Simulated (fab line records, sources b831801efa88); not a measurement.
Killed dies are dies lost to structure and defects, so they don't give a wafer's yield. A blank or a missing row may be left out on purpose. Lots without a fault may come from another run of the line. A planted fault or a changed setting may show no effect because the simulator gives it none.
Chamber matching | flow gf180mcu | GF_CONTACT_CMP_04 on cmp-02: 4 sister chambers
The step polishes SiO2. 8 wafers are shown with their chamber, then 11 later ones without.

WAFERS WITH THEIR CHAMBER
wafer  | chamber | motor_current_A (A) | time_to_endpoint_s (s)
L081.2 | 0       | 11.4                | 104
L084.5 | 3       | 11.3                | 136
L085.3 | 0       | 11.2                | 99
L085.6 | 2       | 13.1                | 114
L089.1 | 3       | 12.4                | 115
L089.2 | 2       | 12.9                | 106
L089.6 | 1       | 10.3                | 107
L090.2 | 1       | 10.5                | 101

WAFERS WITHOUT THEIR CHAMBER
wafer  | motor_current_A (A) | time_to_endpoint_s (s)
L090.4 | 11.4                | 118
L090.5 | 12.9                | 114
L091.3 | 10.7                | 103
L091.5 | 11.3                | 118
L091.6 | 12.5                | 112
L093.1 | 10.0                | 107
L093.2 | 13.0                | 114
L093.5 | 11.7                | 120
L094.1 | 11.9                | 113
L094.4 | 11.5                | 108
L094.6 | 11.2                | 105

WHICH CHAMBER EACH WENT THROUGH
wafer  | from the rows above          | in truth
L090.4 | can't be placed: 3 or 0 or 1 | 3
L090.5 | 2                            | 2
L091.3 | can't be placed: 1 or 0      | 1
L091.5 | can't be placed: 3 or 0 or 1 | 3
L091.6 | can't be placed: 2 or 3 or 0 | 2
L093.1 | 1                            | 1
L093.2 | 2                            | 2
L093.5 | can't be placed: 3 or 0      | 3
L094.1 | can't be placed: 3 or 0 or 2 | 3
L094.4 | can't be placed: 0 or 3 or 1 | 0
L094.6 | can't be placed: 0 or 1      | 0
Placed correctly: 3 of 11. Can't be placed from these rows: 8 (the true chamber is among the candidates in 8). Placed wrongly: 0.
How it was worked out, from the rows above alone: a wafer's distance from a chamber is the root of the sum, over the readings, of the square of ((its reading less the chamber's mean) divided by the reading's scatter). The wafer belongs to the nearest chamber; if the next one is less than 2 further off, it can't be placed. A chamber's mean is the mean of its shown wafers. The scatter: the root of (the sum of the squares of (reading less its chamber's mean) over the shown wafers, divided by (wafers less chambers)).
